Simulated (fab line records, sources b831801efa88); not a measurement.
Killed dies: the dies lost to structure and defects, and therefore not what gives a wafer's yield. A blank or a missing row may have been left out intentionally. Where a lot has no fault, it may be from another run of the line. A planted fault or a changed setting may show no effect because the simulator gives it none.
Problem report, 8D (eight disciplines) form, completed by code :: flow gf180mcu :: the parts of the form that need people (team, actions taken, sign-off) are left out

== 1. PROBLEM STATEMENT ==
Wafers without a fault read 399.4 nm, standard deviation 2; cd nm at GF_HV_LDD_CD_MEAS_46 reads a mean of 384.9 nm on 9 wafers belonging to 3 lots. Measured from the usual mean, that is -7.3 standard deviations.
The step: target cd 400 nm.
First seen on wafer L347.1, day 16 20:22, on cd sem-02. The record holds 36 wafers of 12 lots with a number at this step. The rule behind "out" and "out of limits": a value lying over 4 standard deviations away from the usual mean. Any other wafer with a number is counted as sound.

== 2. WHAT IT IS, WHAT IT ISN'T ==
question: which readings at this step
is: cd nm
is not: -

question: which lots
is: L347, L348, L349
is not: L336, L337, L344, L345, L346, L351, L355, L358, L359

question: which wafers of those lots
is: all that have a number
is not: -

question: read on which gauges
is: cd sem-02
is not: cd sem-01

question: when
is: from day 16 20:22
is not: up to then (15 sound wafers); but 12 sound wafers of L351, L355, L358, L359 came after

== 3. SUSPECTS, AND WHAT RULES EACH OUT ==
Counting: a tool stays on the suspect list if, at a process step up to the reading, it processed all lots that are out and no sound lot following the first of them.
- the gauge at GF_HV_LDD_CD_MEAS_46 has been ruled out. All the wafers that are out were read on cd sem-02, but those of them that GF_HV_LDD_COAT_41 has rows for are out there too, on other tools.
- litho track-02 at GF_HV_LDD_COAT_41 (resist thk 1000 nm): ruled out as a lasting fault. The sound lots L358 went through it after L347, its earliest lot that is out (day 16 09:08).
Left after counting: nothing in the record.

== 4. THE CAUSE (what the simulator had put in) ==
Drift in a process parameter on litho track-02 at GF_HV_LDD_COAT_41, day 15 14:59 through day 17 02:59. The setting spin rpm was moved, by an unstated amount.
The count ruled it out by mistake, since the rule takes a fault to strike every lot its tool runs from the start of the fault on, and this one did not do so.

== 5. SEQUENCE OF EFFECTS, ordered by route ==
Each row: a reading where the mean over the struck wafers with a number is more than 3 standard deviations away from the usual. Readings are gone through only where the record gives a usual standard deviation; hours: the median, over the lots, of the time from a lot's start at the first step in this table giving one to that lot's start at this step; sigmas: the change measured in usual standard deviations.
hours: 0
step: GF_HV_LDD_COAT_41
reading: spin speed rpm
usual: 3000.2 rpm
on struck wafers: 2195.8
change: -804.4
sigmas: -99 or more

hours: 11
step: GF_HV_LDD_CD_MEAS_46
reading: cd nm
usual: 399.4 nm
on struck wafers: 384.9
change: -14.5
sigmas: -7.3

hours: 12
step: GF_HV_LDD_STRIP_49
reading: strip time to endpoint s
usual: 12.62 s
on struck wafers: 14.49
change: +1.87
sigmas: +42
Here are the process steps it includes:
- GF_HV_LDD_COAT_41: resist thk 1000 nm.
- GF_HV_LDD_STRIP_49: strips in O2/N2.
At these later measuring or inspecting steps, every struck wafer for which the step has a row has a number for every such reading, and none has moved that far: GF_V1_THK_MEAS_03, GF_V1_THK_MEAS_25.

== 6. WHAT WOULD HAVE CAUGHT IT SOONER ==
The first out-of-limits reading at a measuring or inspecting step in this record came at day 16 20:22, 29 hours after the fault's start at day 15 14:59.
The tool's own readings at GF_HV_LDD_COAT_41 were out on every struck wafer that the step has a row for (spin speed rpm): an alarm limit on them would have fired on the first of those.
